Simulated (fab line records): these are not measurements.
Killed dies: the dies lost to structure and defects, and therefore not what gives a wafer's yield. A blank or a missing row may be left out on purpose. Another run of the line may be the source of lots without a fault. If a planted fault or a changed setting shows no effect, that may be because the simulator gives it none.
A struck lot beside a sound one / flow gf180mcu / 15 out of 602 route steps
Sound: the wafers L464.3, L464.5, L464.6. Struck: wafer L478.1. (L478.2 of the same lot was not struck and is left out.) The cause comes at the end.
For every step that has rows: the tool of each side, followed by ch and its chambers, followed by its first start. Under that, the readings that differ: sound wafers / struck wafers / difference of the means / sigmas: that difference in standard deviations of wafers without a fault.
alike: readings whose means differ by less than 2 such deviations, and words and numbers that are the same on both sides. not compared: withheld readings, readings that some wafer has no value for, bounds like >300 that may hide the same value, and numbers for which the record gives no deviation and whose values overlap.
A row with sigmas, a row that says differs or no value, or rows on one side alone: a step with any of these is where the two part. Numbers that have no deviation but don't overlap get no sigmas and don't part them. Lack of a reading on every wafer of one side parts them only where that side has two or more wafers.

first, 5 steps without rows for these wafers: GF_V1_COAT_09 (resist thk 1000 nm); GF_V1_SOFTBAKE_10 (time 60 s); GF_V1_EXPOSE_11 (exposes mask Via1, target cd 260 nm); GF_V1_PEB_12 (peb time 90 s); GF_V1_DEVELOP_13 (develop time 60 s).
GF_V1_CD_MEAS_14: target cd 260 nm.
  struck on cd sem-01, day 24 06:32; sound on cd sem-01, day 18 21:34
  alike: cd nm
GF_V1_OVL_MEAS_15:
  struck on overlay-01, day 24 06:39; sound on overlay-01, day 18 21:39
  alike: V1_OVL
GF_V1_ETCH_16: etches BARC in N2/H2.
  sound on rie diel-04 ch 0,1,2, day 18 21:41; struck on rie diel-03 ch 0, day 24 06:41
  alike: drypump motor current A, oes product au, throttle valve pct
GF_V1_ETCH_17: etches SiO2 in C4F8/O2/Ar, stops on TiN, target depth 630 nm.
  sound: rie diel-04 ch 0,1,2; struck: rie diel-03 ch 0
reading=oes product au (a.u.); sound=0.850 0.866 0.863; struck=0.845; difference=-0.015; sigmas=-3
GF_V1_STRIP_18: strips in O2/N2.
  sound on plasma asher-02 ch 0,1, day 18 21:50; struck on plasma asher-03 ch 0, day 24 06:49
reading=rf hours counter h (h); sound=- - -; struck=47; difference=no value on the sound wafers; sigmas=
  alike: drypump motor current A, heater power w, oes product au
then, 2 steps without rows for these wafers: GF_V1_STRIP_19 (strips in post etch residue remover, time 1200 s); GF_V1_CLEAN_20 (cleans in DIW).
GF_V1_SPUTTER_21: material Ti, target thk 15 nm, time 80.02 s.
  struck on pvd sputter-04, day 24 07:21; sound on pvd sputter-04, day 18 22:20
reading=model.Ti_of_V1_SPUTTER_21.thk nm (nm); sound=15.02 15.23 15.02; struck=27.04; difference=+11.95; sigmas=
  alike: throttle valve pct
GF_V1_SPUTTER_22: material TiN, target thk 10 nm, time 40 s.
  struck on pvd sputter-04, day 24 07:25; sound on pvd sputter-04, day 18 22:24
  alike: throttle valve pct
following that, these wafers have no rows for 1 step: GF_PASSIVATION_PROBE_99.

## WHERE THEY PART
First at GF_V1_ETCH_17; last, within this record, at GF_V1_STRIP_18. Later steps at which nothing parts them and some readings are alike: GF_V1_SPUTTER_21, GF_V1_SPUTTER_22.

WHY: whatever the simulator had introduced
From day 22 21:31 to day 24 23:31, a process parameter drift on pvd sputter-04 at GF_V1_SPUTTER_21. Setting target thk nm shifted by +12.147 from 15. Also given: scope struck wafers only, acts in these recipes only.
